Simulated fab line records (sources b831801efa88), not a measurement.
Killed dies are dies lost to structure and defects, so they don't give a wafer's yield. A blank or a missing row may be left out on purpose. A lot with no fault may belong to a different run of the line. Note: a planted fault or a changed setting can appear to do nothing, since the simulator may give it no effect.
fab line records    flow sky130
[record] lots = 13  wafers = 39  last-day = 50
route steps=708 shown VT_ADJUST_HVTP@92 VT_ADJUST_LVTN@118 VT_ADJUST_NCORE@125 PAD_OPEN@708
lots with no fault: from the same line, run without faults
start-h: hours from the record's first day to the start of the lot's first wafer shown    wait-h: hours elapsed since this lot's preceding step    " as in the row above    L1.1+2: a single row standing in for several wafers    - no value, or no start given    * or withheld: withheld    < > ~ a bound
route shown NAME@n: NAME is a module with steps in the file, n the number in the route of the first one    usual: mean and standard deviation over wafers with no fault    same: alike in all rows    chamber/n: place in a boat    sites: each site's reading    _std_site: standard deviation of those values    _edge_site: outer sites' mean less inner sites'    radius-mm: for every site, how far away it sits from the centre of the wafer    mask NAME#n: copy n    behind: the last tool/chamber to shape the wafer    hold: why the lot went on hold/how many hours it stayed there/how the hold came to an end    device: names the non-switching transistor (n, p or np)    end of line: tests run on the same wafers once the route is complete    where a step has no rows: the recipe by itself    killed: count of dies lost to structure and defects at first sort (not the wafer's yield)    map: shows each die of a wafer: x if killed, . if not, _ if none is there
set.NAME: the setting as run; set.NAME@STEP: as run at that earlier step    model.NAME: the simulator's own value behind a step, which no gauge read
steps of the route over a sample of lots; a table a step, a row a wafer
services: a tool's chamber out of use, with start hour (start-h, from the record's first day; less than 0 if before it), hours out, and reason
[[steps]]
[step SKY_VT_ADJUST_HVTP_CD_MEAS_07]
[recipe] target-cd-nm = 380
[usual] cd-nm = 380.8/2.2
lot.wafer  tool       chamber  start-h  wait-h  cd-nm
L194.2     cd-sem-02  -        119.51   0.1     384.8
L194.3     "          -        "        "       384.8
L194.6     "          -        "        "       382.2
L196.2     cd-sem-01  -        130.66   0.1     378.3
L196.3     "          -        "        "       378.5
L196.6     "          -        "        "       379.5
L198.1     cd-sem-01  -        146.54   0.1     385.0
L198.4     "          -        "        "       383.9
L198.5     "          -        "        "       383.0
L200.1     cd-sem-01  -        162.59   0.1     376.8
L200.4     "          -        "        "       377.1
L200.5     "          -        "        "       377.7
L202.2     cd-sem-01  -        175.90   0.1     378.4
L202.4     "          -        "        "       379.6
L202.6     "          -        "        "       378.1
L208.1     cd-sem-02  -        210.44   0.1     379.9
L208.3     "          -        "        "       379.3
L208.6     "          -        "        "       377.6
L209.3     cd-sem-01  -        214.68   0.1     377.2
L209.4     "          -        "        "       378.4
L209.6     "          -        "        "       379.4
L210.2     cd-sem-01  -        221.91   0.1     379.8
L210.3     "          -        "        "       381.6
L210.6     "          -        "        "       381.5
L212.1     cd-sem-01  -        233.94   0.1     381.8
L212.3     "          -        "        "       384.2
L212.5     "          -        "        "       382.0
L213.2     cd-sem-02  -        242.01   0.1     380.8
L213.3     "          -        "        "       378.8
L213.5     "          -        "        "       381.6
L215.2     cd-sem-01  -        253.86   0.1     383.0
L215.3     "          -        "        "       381.1
L215.6     "          -        "        "       383.1
L216.2     cd-sem-01  -        256.70   0.1     380.9
L216.4     "          -        "        "       380.3
L216.5     "          -        "        "       382.8
L217.2     cd-sem-01  -        267.31   0.1     380.5
L217.3     "          -        "        "       381.9
L217.4     "          -        "        "       382.3
[step SKY_VT_ADJUST_HVTP_STRIP_10]
[recipe] chemistry = O2/N2  power-w = 1400  pressure-mtorr = 1500  platen-temp-c = withheld  o2-flow-sccm = 3000  n2-flow-sccm = 300  overash-fraction = 0.5
[usual] drypump-motor-current-A = 5.6/0.59  oes-product-au = 0.716/0.0045  strip-time-to-endpoint-s = 14.21/0.033
lot.wafer  tool             chamber  start-h  wait-h  drypump-motor-current-A  oes-product-au  rf-hours-counter-h  strip-time-to-endpoint-s
L194.2     plasma-asher-04  1        119.79   0.1     4.7                      0.708           42                  14.20
L194.3     "                1        "        "       4.7                      0.721           -                   14.25
L194.6     "                0        "        "       6.7                      0.709           -                   14.23
L196.2     plasma-asher-03  1        130.94   0.1     5.5                      0.719           46                  14.24
L196.3     "                0        "        "       5.8                      0.725           -                   14.27
L196.6     "                1        "        "       5.4                      0.715           -                   14.22
L198.1     plasma-asher-02  0        146.84   0.1     5.1                      0.710           33                  14.25
L198.4     "                0        "        "       5.1                      0.712           -                   14.23
L198.5     "                1        "        "       5.9                      0.713           -                   14.23
L200.1     plasma-asher-03  1        162.89   0.1     5.5                      0.717           49                  14.22
L200.4     "                0        "        "       5.8                      0.719           -                   14.24
L200.5     "                1        "        "       5.4                      0.714           -                   14.19
L202.2     plasma-asher-03  0        176.19   0.1     5.8                      0.720           51                  14.20
L202.4     "                1        "        "       5.5                      0.720           -                   14.16
L202.6     "                1        "        "       5.5                      0.718           -                   14.18
L208.1     plasma-asher-02  1        210.74   0.1     5.9                      0.713           40                  14.24
L208.3     "                0        "        "       5.1                      0.717           -                   14.27
L208.6     "                1        "        "       5.9                      0.720           -                   14.22
L209.3     plasma-asher-03  1        214.98   0.1     5.5                      0.710           -                   14.21
L209.4     "                0        "        "       5.7                      0.709           -                   14.19
L209.6     "                1        "        "       5.4                      0.714           -                   14.18
L210.2     plasma-asher-03  1        222.19   0.1     5.4                      0.717           54                  14.20
L210.3     "                1        "        "       5.4                      0.718           -                   14.22
L210.6     "                1        "        "       5.5                      0.715           -                   14.24
L212.1     plasma-asher-04  0        234.24   0.1     6.7                      0.718           53                  14.24
L212.3     "                1        "        "       4.7                      0.714           -                   14.15
L212.5     "                0        "        "       6.7                      0.711           -                   14.17
L213.2     plasma-asher-03  1        242.29   0.1     5.4                      0.722           57                  14.21
L213.3     "                1        "        "       5.4                      0.707           -                   14.17
L213.5     "                0        "        "       5.8                      0.714           -                   14.18
L215.2     plasma-asher-03  1        254.14   0.1     5.5                      0.710           58                  14.22
L215.3     "                0        "        "       5.8                      0.719           -                   14.20
L215.6     "                1        "        "       5.5                      0.711           -                   14.16
L216.2     plasma-asher-04  0        256.99   0.1     6.7                      0.718           55                  14.22
L216.4     "                0        "        "       6.7                      0.715           -                   14.24
L216.5     "                0        "        "       6.7                      0.715           -                   14.21
L217.2     plasma-asher-03  1        267.62   0.1     5.5                      0.724           59                  14.19
L217.3     "                0        "        "       5.8                      0.720           -                   14.20
L217.4     "                1        "        "       5.5                      0.715           -                   14.17
[step SKY_VT_ADJUST_LVTN_TW_MEAS_21]
[usual] VT_ADJUST_LVTN_2_TW = 189.0/2.5
lot.wafer  tool           chamber  start-h  wait-h  VT_ADJUST_LVTN_2_TW
L194.2     film-metro-01  -        158.33   0.1     187.8
L194.3     "              -        "        "       187.7
L194.6     "              -        "        "       187.2
L196.2     film-metro-03  -        169.55   0.1     191.3
L196.3     "              -        "        "       191.9
L196.6     "              -        "        "       192.3
L198.1     film-metro-03  -        186.97   0.1     192.1
L198.4     "              -        "        "       191.5
L198.5     "              -        "        "       191.7
L200.1     film-metro-04  -        205.17   0.1     186.0
L200.4     "              -        "        "       185.7
L200.5     "              -        "        "       185.5
L202.2     film-metro-01  -        220.33   0.1     187.3
L202.4     "              -        "        "       186.6
L202.6     "              -        "        "       186.5
L208.1     film-metro-01  -        255.66   0.1     185.8
L208.3     "              -        "        "       186.0
L208.6     "              -        "        "       186.5
L209.3     film-metro-03  -        260.79   0.1     191.5
L209.4     "              -        "        "       191.4
L209.6     "              -        "        "       190.7
L210.2     film-metro-03  -        267.83   0.1     191.0
L210.3     "              -        "        "       190.8
L210.6     "              -        "        "       191.5
L212.1     film-metro-03  -        279.42   0.1     191.4
L212.3     "              -        "        "       190.5
L212.5     "              -        "        "       191.0
L213.2     film-metro-01  -        289.08   0.1     187.5
L213.3     "              -        "        "       187.9
L213.5     "              -        "        "       187.7
L215.2     film-metro-01  -        302.48   0.1     187.5
L215.3     "              -        "        "       187.3
L215.6     "              -        "        "       188.4
L216.2     film-metro-01  -        305.48   0.1     188.4
L216.4     "              -        "        "       187.8
L216.5     "              -        "        "       187.9
L217.2     film-metro-03  -        317.68   0.1     192.7
L217.3     "              -        "        "       190.9
L217.4     "              -        "        "       192.3
[step SKY_VT_ADJUST_NCORE_DEVELOP_06]
[recipe] resist = NOVOLAK  developer = TMAH  develop-time-s = 60  dev-temp-c = 23
lot.wafer   tool            chamber  start-h  wait-h
L194.2+3+6  litho-track-03  0        177.36   0.1
L196.2+3+6  litho-track-03  0        189.21   0.1
L198.1+4+5  litho-track-03  0        208.88   0.1
L200.1+4+5  litho-track-03  0        226.63   0.1
L202.2+4+6  litho-track-03  0        242.46   0.1
L208.1+3+6  litho-track-04  0        278.33   0.1
L209.3+4+6  litho-track-01  0        282.84   0.1
L210.2+3+6  litho-track-04  0        291.41   0.1
L212.1+3+5  litho-track-04  0        303.83   0.1
L213.2+3+5  litho-track-04  0        315.06   0.1
L215.2+3+6  litho-track-01  0        328.26   0.1
L216.2+4+5  litho-track-01  0        330.71   0.1
L217.2+3+4  litho-track-03  0        343.81   0.1
[step SKY_VT_ADJUST_NCORE_CD_MEAS_07]
[recipe] target-cd-nm = 380
[usual] cd-nm = 379.5/2.4
lot.wafer  tool       chamber  start-h  wait-h  hold                      cd-nm
L194.2     cd-sem-02  -        177.50   0.1     -                         380.9
L194.3     "          -        "        "       -                         380.0
L194.6     "          -        "        "       -                         378.2
L196.2     cd-sem-01  -        189.35   0.1     -                         381.0
L196.3     "          -        "        "       -                         383.3
L196.6     "          -        "        "       -                         382.1
L198.1     cd-sem-02  -        209.03   0.1     -                         377.6
L198.4     "          -        "        "       -                         377.9
L198.5     "          -        "        "       -                         377.5
L200.1     cd-sem-01  -        226.78   0.1     await-dispo/0.2h/release  199.1
L200.4     "          -        "        "       await-dispo/0.2h/release  197.8
L200.5     "          -        "        "       await-dispo/0.2h/release  201.3
L200.1     cd-sem-01  -        227.07   0.3     -                         199.4
L200.4     "          -        "        "       -                         197.7
L200.5     "          -        "        "       -                         201.0
L202.2     cd-sem-01  -        242.60   0.1     await-dispo/0.2h/release  201.2
L202.4     "          -        "        "       await-dispo/0.2h/release  198.4
L202.6     "          -        "        "       await-dispo/0.2h/release  200.2
L202.2     cd-sem-01  -        242.89   0.3     -                         201.6
L202.4     "          -        "        "       -                         198.2
L202.6     "          -        "        "       -                         200.3
L208.1     cd-sem-02  -        278.48   0.1     -                         378.9
L208.3     "          -        "        "       -                         376.9
L208.6     "          -        "        "       -                         379.5
L209.3     cd-sem-01  -        282.98   0.1     -                         376.8
L209.4     "          -        "        "       -                         375.2
L209.6     "          -        "        "       -                         377.5
L210.2     cd-sem-02  -        291.55   0.1     -                         379.8
L210.3     "          -        "        "       -                         378.5
L210.6     "          -        "        "       -                         379.7
L212.1     cd-sem-01  -        303.98   0.1     -                         380.3
L212.3     "          -        "        "       -                         378.5
L212.5     "          -        "        "       -                         379.3
L213.2     cd-sem-02  -        315.20   0.1     -                         377.8
L213.3     "          -        "        "       -                         379.5
L213.5     "          -        "        "       -                         378.9
L215.2     cd-sem-02  -        328.41   0.1     -                         377.6
L215.3     "          -        "        "       -                         378.2
L215.6     "          -        "        "       -                         378.2
L216.2     cd-sem-01  -        330.86   0.1     -                         377.4
L216.4     "          -        "        "       -                         374.5
L216.5     "          -        "        "       -                         377.6
L217.2     cd-sem-01  -        343.95   0.1     -                         377.9
L217.3     "          -        "        "       -                         376.8
L217.4     "          -        "        "       -                         377.1
[step SKY_PAD_OPEN_PROBE_99]
[usual] defect-limited-yield = 82.5/1.8  killed_at_M0_to_M3 = 44/6.6  killed_at_M4_up = 2.9/1.8  killed-at-contacts = 24/4.8  killed-at-front-end = 15/4.5  killed-at-other = 0.3/0.64  killed-dies = 86/8.7  killed-open = 47/6.5  killed-short = 39/5.8  sort_bin_3_pad_short = 0.9/0.4  sort_bin_5_function = 10.3/1.4  sort_bin_6_memory = 6.2/1.1  sort-n-pass = 406/8.7  sort-yield-pct = 82.5/1.8
[same] gross-dies = 492  killed-at-back-side = 0  sort_bin_4_leakage[%] = 0  sort_bin_8_speed[%] = 0
lot.wafer  tool       chamber  start-h  wait-h  defect-limited-yield[%]  killed_at_M0_to_M3  killed_at_M4_up  killed-at-contacts  killed-at-front-end  killed-at-other  killed-dies  killed-open  killed-short  sort_bin_3_pad_short[%]  sort_bin_5_function[%]  sort_bin_6_memory[%]  sort-n-pass  sort-yield-pct[%]
L194.2     prober-01  -        1072.03  0.1     83.1                     37                  0                21                  25                   0                83           44           39            1.4                      10.4                    5.1                   409          83.1
L194.3     prober-01  -        1072.08  0.2     81.5                     40                  6                28                  17                   0                91           47           44            1.4                      10.6                    6.5                   401          81.5
L194.6     prober-01  -        1072.23  0.2     83.5                     36                  5                24                  16                   0                81           42           39            0.4                      9.1                     6.9                   411          83.5
L196.2     prober-01  -        1078.15  0.1     83.3                     40                  1                23                  18                   0                82           39           43            0.2                      11.0                    5.5                   410          83.3
L196.3     prober-01  -        1078.20  0.2     81.7                     51                  3                16                  19                   1                90           46           43            0.6                      10.4                    7.3                   402          81.7
L196.6     prober-01  -        1078.35  0.2     80.5                     49                  2                26                  16                   3                96           52           42            0.8                      10.8                    7.9                   396          80.5
L198.1     prober-01  -        1093.49  0.1     80.9                     44                  5                24                  21                   0                94           61           33            1.4                      8.9                     8.7                   398          80.9
L198.4     prober-01  -        1093.64  0.2     80.3                     52                  1                30                  14                   0                97           55           41            0.8                      12.2                    6.7                   395          80.3
L198.5     prober-01  -        1093.69  0.2     83.5                     40                  3                22                  16                   0                81           39           41            1.0                      10.4                    5.1                   411          83.5
L208.1     prober-01  -        1152.90  0.1     82.9                     49                  2                19                  14                   0                84           47           37            1.0                      8.5                     7.5                   408          82.9
L208.3     prober-01  -        1153.00  0.2     81.9                     50                  2                22                  13                   2                89           51           38            1.4                      9.3                     7.3                   403          81.9
L208.6     prober-01  -        1153.15  0.2     82.5                     49                  2                20                  15                   0                86           39           47            1.0                      12.2                    4.3                   406          82.5
L209.3     prober-02  -        1159.67  0.2     84.6                     35                  0                27                  14                   0                76           41           35            0.8                      8.7                     5.9                   416          84.6
L209.4     prober-02  -        1159.72  0.2     83.1                     44                  2                23                  13                   1                83           48           35            1.0                      9.6                     6.3                   409          83.1
L209.6     prober-02  -        1159.82  0.2     81.1                     52                  4                26                  11                   0                93           52           41            1.2                      12.2                    5.5                   399          81.1
L210.2     prober-01  -        1159.95  0.1     83.7                     29                  4                25                  22                   0                80           44           36            0.4                      8.5                     7.3                   412          83.7
L210.3     prober-01  -        1160.00  0.2     83.9                     44                  0                28                  7                    0                79           46           33            0.8                      9.6                     5.7                   413          83.9
L210.6     prober-01  -        1160.15  0.2     85.0                     45                  1                15                  13                   0                74           39           35            0.6                      9.3                     5.1                   418          85.0
L212.1     prober-01  -        1170.04  0.1     80.7                     53                  3                22                  16                   1                95           50           44            1.2                      10.4                    7.7                   397          80.7
L212.3     prober-01  -        1170.14  0.2     81.7                     44                  5                24                  17                   0                90           48           42            1.0                      11.0                    6.3                   402          81.7
L212.5     prober-01  -        1170.24  0.2     82.5                     49                  6                21                  10                   0                86           49           37            0.6                      11.8                    5.1                   406          82.5
L213.2     prober-02  -        1177.90  0.1     84.1                     44                  1                22                  11                   0                78           33           45            1.2                      10.6                    4.1                   414          84.1
L213.3     prober-02  -        1177.95  0.2     83.7                     32                  5                30                  13                   0                80           44           36            1.0                      7.5                     7.7                   412          83.7
L213.5     prober-02  -        1178.05  0.2     84.6                     36                  3                24                  13                   0                76           42           34            0                        7.9                     7.5                   416          84.6
L215.2     prober-02  -        1185.31  0.1     78.9                     49                  3                31                  21                   0                104          54           50            0.8                      14.0                    6.3                   388          78.9
L215.3     prober-02  -        1185.36  0.2     82.1                     40                  2                28                  18                   0                88           52           36            1.6                      9.1                     7.1                   404          82.1
L215.6     prober-02  -        1185.51  0.2     84.3                     40                  1                22                  13                   1                77           45           31            0.8                      10.0                    4.9                   415          84.3
L216.2     prober-01  -        1186.81  0.1     83.3                     40                  3                17                  21                   1                82           45           37            0.6                      9.3                     6.7                   410          83.3
L216.4     prober-01  -        1186.91  0.2     83.3                     49                  5                18                  9                    1                82           46           36            1.4                      9.6                     5.7                   410          83.3
L216.5     prober-01  -        1186.96  0.2     80.9                     42                  5                24                  22                   1                94           45           47            2.0                      10.6                    6.5                   398          80.9
L217.2     prober-02  -        1195.66  0.1     83.3                     38                  4                26                  14                   0                82           48           34            0.6                      11.2                    4.9                   410          83.3
L217.3     prober-02  -        1195.71  0.2     79.9                     49                  2                38                  10                   0                99           58           41            0.4                      13.4                    6.3                   393          79.9
L217.4     prober-02  -        1195.76  0.2     82.9                     42                  4                24                  13                   1                84           48           36            1.2                      10.4                    5.5                   408          82.9
// killed by level:class
L194.2 VIA1:geometric-particle:open=10 CONTACT:geometric-particle:open=7 METAL2:geometric-particle:short=6 VIA3:geometric-particle:open=6 LI_CONTACT:geometric-particle:open=5 CONTACT:geometric-particle:short=5 VIA3:geometric-particle:short=5 FIELD_ISO:geometric-particle:short=4
L194.3 VIA1:geometric-particle:open=10 CONTACT:geometric-particle:open=9 FIELD_ISO:geometric-particle:open=7 VIA2:geometric-particle:open=7 METAL1:geometric-particle:short=6 LOCAL_INTERCONNECT:geometric-particle:short=6 METAL3:geometric-particle:short=6 CONTACT:geometric-particle:short=5
L194.6 VIA1:geometric-particle:open=12 CONTACT:geometric-particle:open=11 CONTACT:geometric-particle:short=7 FIELD_ISO:geometric-particle:open=5 POLY_GATE:geometric-particle:short=5 VIA3:geometric-particle:open=5 LOCAL_INTERCONNECT:geometric-particle:short=4 VIA2:geometric-particle:open=4
L196.2 CONTACT:geometric-particle:short=8 VIA2:geometric-particle:open=8 VIA1:geometric-particle:open=8 FIELD_ISO:geometric-particle:short=7 METAL2:geometric-particle:short=7 CONTACT:geometric-particle:open=6 LOCAL_INTERCONNECT:geometric-particle:short=5 VIA3:geometric-particle:open=5
L196.3 VIA1:geometric-particle:open=16 VIA3:geometric-particle:open=8 VIA1:geometric-particle:short=8 FIELD_ISO:geometric-particle:short=5 CONTACT:geometric-particle:short=5 METAL1:geometric-particle:short=5 FIELD_ISO:geometric-particle:open=4 POLY_GATE:geometric-particle:open=4
L196.6 VIA1:geometric-particle:open=16 CONTACT:geometric-particle:open=9 VIA2:geometric-particle:open=8 FIELD_ISO:geometric-particle:short=6 VIA3:geometric-particle:open=6 METAL2:geometric-particle:short=5 CONTACT:geometric-particle:short=5 POLY_GATE:geometric-particle:open=4
L198.1 VIA1:geometric-particle:open=15 CONTACT:geometric-particle:open=13 POLY_GATE:geometric-particle:open=7 VIA2:geometric-particle:open=7 LI_CONTACT:geometric-particle:open=6 METAL1:geometric-particle:short=5 FIELD_ISO:geometric-particle:short=4 POLY_GATE:geometric-particle:short=4
L198.4 CONTACT:geometric-particle:open=13 VIA1:geometric-particle:open=13 VIA2:geometric-particle:open=9 VIA1:geometric-particle:short=8 CONTACT:geometric-particle:short=8 METAL2:geometric-particle:short=6 FIELD_ISO:geometric-particle:open=5 LI_CONTACT:geometric-particle:open=5
L198.5 CONTACT:geometric-particle:open=8 POLY_GATE:geometric-particle:open=6 VIA2:geometric-particle:open=6 VIA2:geometric-particle:short=5 LOCAL_INTERCONNECT:geometric-particle:short=5 VIA1:geometric-particle:open=5 VIA1:geometric-particle:short=5 METAL3:geometric-particle:short=5
L208.1 VIA1:geometric-particle:open=15 LI_CONTACT:geometric-particle:open=7 VIA1:geometric-particle:short=6 VIA3:geometric-particle:open=6 VIA3:geometric-particle:short=6 POLY_GATE:geometric-particle:short=5 CONTACT:geometric-particle:open=5 METAL2:geometric-particle:short=5
L208.3 VIA1:geometric-particle:open=9 METAL1:geometric-particle:open=8 CONTACT:geometric-particle:open=7 LI_CONTACT:geometric-particle:open=6 METAL2:geometric-particle:short=6 VIA3:geometric-particle:open=6 VIA2:geometric-particle:open=5 VIA2:geometric-particle:short=5
L208.6 METAL1:geometric-particle:short=9 VIA3:geometric-particle:open=8 CONTACT:geometric-particle:open=8 VIA1:geometric-particle:open=8 METAL2:geometric-particle:short=7 VIA1:geometric-particle:short=6 LI_CONTACT:geometric-particle:open=5 POLY_GATE:geometric-particle:short=5
L209.3 LI_CONTACT:geometric-particle:open=8 CONTACT:geometric-particle:open=7 VIA2:geometric-particle:open=6 METAL1:geometric-particle:short=5 VIA1:geometric-particle:open=5 FIELD_ISO:geometric-particle:open=4 LI_CONTACT:geometric-particle:short=4 FIELD_ISO:geometric-particle:short=3
L209.4 VIA1:geometric-particle:open=15 CONTACT:geometric-particle:open=10 LI_CONTACT:geometric-particle:short=7 METAL2:geometric-particle:short=7 VIA1:geometric-particle:short=4 METAL2:geometric-particle:open=4 VIA2:geometric-particle:open=4 FIELD_ISO:geometric-particle:open=3
L209.6 VIA1:geometric-particle:open=14 LI_CONTACT:geometric-particle:open=9 VIA3:geometric-particle:open=9 CONTACT:geometric-particle:open=6 VIA1:geometric-particle:short=6 VIA2:geometric-particle:open=6 POLY_GATE:geometric-particle:short=5 LOCAL_INTERCONNECT:geometric-particle:short=4
L210.2 CONTACT:geometric-particle:open=12 METAL1:geometric-particle:short=9 VIA2:geometric-particle:open=7 FIELD_ISO:geometric-particle:open=6 VIA1:geometric-particle:open=6 FIELD_ISO:geometric-particle:short=4 LOCAL_INTERCONNECT:geometric-particle:short=4 POLY_GATE:geometric-particle:short=3
L210.3 METAL1:geometric-particle:short=9 LI_CONTACT:geometric-particle:open=8 CONTACT:geometric-particle:open=8 VIA1:geometric-particle:open=8 VIA3:geometric-particle:open=7 VIA1:geometric-particle:short=5 LI_CONTACT:geometric-particle:short=4 LOCAL_INTERCONNECT:geometric-particle:open=4
L210.6 VIA1:geometric-particle:open=13 CONTACT:geometric-particle:open=8 METAL2:geometric-particle:short=8 METAL1:geometric-particle:short=7 FIELD_ISO:geometric-particle:open=6 VIA2:geometric-particle:open=6 VIA1:geometric-particle:short=4 POLY_GATE:geometric-particle:short=3
L212.1 VIA1:geometric-particle:open=12 VIA1:geometric-particle:short=9 POLY_GATE:geometric-particle:short=8 VIA2:geometric-particle:open=8 CONTACT:geometric-particle:open=8 LI_CONTACT:geometric-particle:open=7 VIA3:geometric-particle:open=6 POLY_GATE:geometric-particle:open=5
L212.3 METAL1:geometric-particle:short=9 LI_CONTACT:geometric-particle:open=8 VIA1:geometric-particle:open=8 VIA3:geometric-particle:open=7 VIA2:geometric-particle:open=6 LOCAL_INTERCONNECT:geometric-particle:short=5 CONTACT:geometric-particle:open=5 METAL1:geometric-particle:open=5
L212.5 VIA2:geometric-particle:open=12 VIA1:geometric-particle:open=11 CONTACT:geometric-particle:open=9 CONTACT:geometric-particle:short=7 METAL4:geometric-particle:short=5 METAL1:geometric-particle:short=4 VIA1:geometric-particle:short=4 VIA3:geometric-particle:open=4
L213.2 VIA1:geometric-particle:open=14 CONTACT:geometric-particle:open=7 CONTACT:geometric-particle:short=6 LI_CONTACT:geometric-particle:short=5 METAL2:geometric-particle:short=5 METAL3:geometric-particle:short=5 VIA2:geometric-particle:short=4 FIELD_ISO:geometric-particle:short=3
L213.3 LI_CONTACT:geometric-particle:open=9 CONTACT:geometric-particle:open=8 VIA1:geometric-particle:open=8 LOCAL_INTERCONNECT:geometric-particle:short=6 VIA2:geometric-particle:open=6 FIELD_ISO:geometric-particle:short=5 LI_CONTACT:geometric-particle:short=5 METAL2:geometric-particle:short=5
L213.5 VIA1:geometric-particle:open=10 CONTACT:geometric-particle:open=9 VIA2:geometric-particle:open=7 LI_CONTACT:geometric-particle:open=4 LI_CONTACT:geometric-particle:short=4 VIA2:geometric-particle:short=4 FIELD_ISO:geometric-particle:open=3 POLY_GATE:geometric-particle:short=3
L215.2 VIA1:geometric-particle:open=12 LI_CONTACT:geometric-particle:open=9 CONTACT:geometric-particle:open=9 FIELD_ISO:geometric-particle:short=6 FIELD_ISO:geometric-particle:open=5 POLY_GATE:geometric-particle:open=5 LOCAL_INTERCONNECT:geometric-particle:short=5 CONTACT:geometric-particle:short=5
L215.3 CONTACT:geometric-particle:open=10 LI_CONTACT:geometric-particle:open=9 VIA2:geometric-particle:open=8 VIA1:geometric-particle:open=7 FIELD_ISO:geometric-particle:open=5 VIA1:geometric-particle:short=5 LOCAL_INTERCONNECT:geometric-particle:short=4 METAL1:geometric-particle:short=4
L215.6 VIA1:geometric-particle:open=9 CONTACT:geometric-particle:open=8 LI_CONTACT:geometric-particle:open=6 VIA3:geometric-particle:open=5 METAL2:geometric-particle:short=5 VIA2:geometric-particle:open=5 FIELD_ISO:geometric-particle:open=4 VIA2:geometric-particle:short=4
L216.2 CONTACT:geometric-particle:open=9 VIA3:geometric-particle:open=7 FIELD_ISO:geometric-particle:short=6 FIELD_ISO:geometric-particle:open=5 VIA1:geometric-particle:open=5 LI_CONTACT:geometric-particle:open=5 VIA2:geometric-particle:open=5 METAL1:geometric-particle:short=5
L216.4 VIA1:geometric-particle:open=12 VIA2:geometric-particle:open=12 LI_CONTACT:geometric-particle:open=6 METAL1:geometric-particle:short=6 VIA3:geometric-particle:open=6 CONTACT:geometric-particle:open=5 LOCAL_INTERCONNECT:geometric-particle:short=4 METAL2:geometric-particle:short=4
L216.5 CONTACT:geometric-particle:open=10 POLY_GATE:geometric-particle:short=8 LI_CONTACT:geometric-particle:open=7 VIA2:geometric-particle:open=7 METAL2:geometric-particle:short=7 METAL1:geometric-particle:short=6 POLY_GATE:geometric-particle:open=5 CONTACT:geometric-particle:short=5
L217.2 VIA1:geometric-particle:open=10 CONTACT:geometric-particle:open=9 LI_CONTACT:geometric-particle:short=6 METAL1:geometric-particle:short=6 LI_CONTACT:geometric-particle:open=5 CONTACT:geometric-particle:short=4 VIA3:geometric-particle:open=4 METAL4:geometric-particle:short=4
L217.3 VIA1:geometric-particle:open=13 CONTACT:geometric-particle:open=12 LI_CONTACT:geometric-particle:open=10 VIA2:geometric-particle:open=9 METAL1:geometric-particle:short=7 CONTACT:geometric-particle:short=6 LOCAL_INTERCONNECT:geometric-particle:short=5 VIA1:geometric-particle:short=5
L217.4 LI_CONTACT:geometric-particle:open=12 VIA1:geometric-particle:open=12 VIA2:geometric-particle:open=8 METAL1:geometric-particle:short=5 METAL2:geometric-particle:short=5 POLY_GATE:geometric-particle:short=4 VIA3:geometric-particle:open=4 CONTACT:geometric-particle:open=4
[[services]]
tool             chamber  start-h  hours  kind
litho-track-01   -        105.90   -      consumable-replace:filter
plasma-asher-02  -        155.22   0.9    repair
plasma-asher-04  -        162.00   14.6   pm
plasma-asher-03  -        202.00   6.6    repair
plasma-asher-02  -        235.80   7.0    repair
plasma-asher-04  -        241.06   3.0    repair
plasma-asher-03  -        285.45   2.8    pm
plasma-asher-04  -        303.73   0.5    repair
plasma-asher-03  -        331.46   2.5    repair
[[key]]
[first-sign] step = SKY_VT_ADJUST_NCORE_CD_MEAS_07  reading = visit  direction = added
[effect] step = SKY_VT_ADJUST_NCORE_CD_MEAS_07  reading = cd-nm  direction = down  sigmas = 76  usual = 379.5  struck = 199.7
met-at SKY_VT_ADJUST_NCORE_DEVELOP_06
struck-lots L200,L202
scrapped-behind SKY_VT_ADJUST_NCORE_CD_MEAS_07 L200.1,L200.4,L200.5,L202.2,L202.4,L202.6
not-acting-at SKY_VT_ADJUST_HVTP_CD_MEAS_07,SKY_VT_ADJUST_HVTP_STRIP_10,SKY_VT_ADJUST_LVTN_TW_MEAS_21
onset-between 208.88 226.63
[fault] kind = process-parameter-drift  tool = litho-track-03  chamber = -  onset-h = 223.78  steps = SKY_VT_ADJUST_NCORE_DEVELOP_06  channel = develop-time-s  offset = *  shape = step  end-h = 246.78  acts-in = *  stated = *
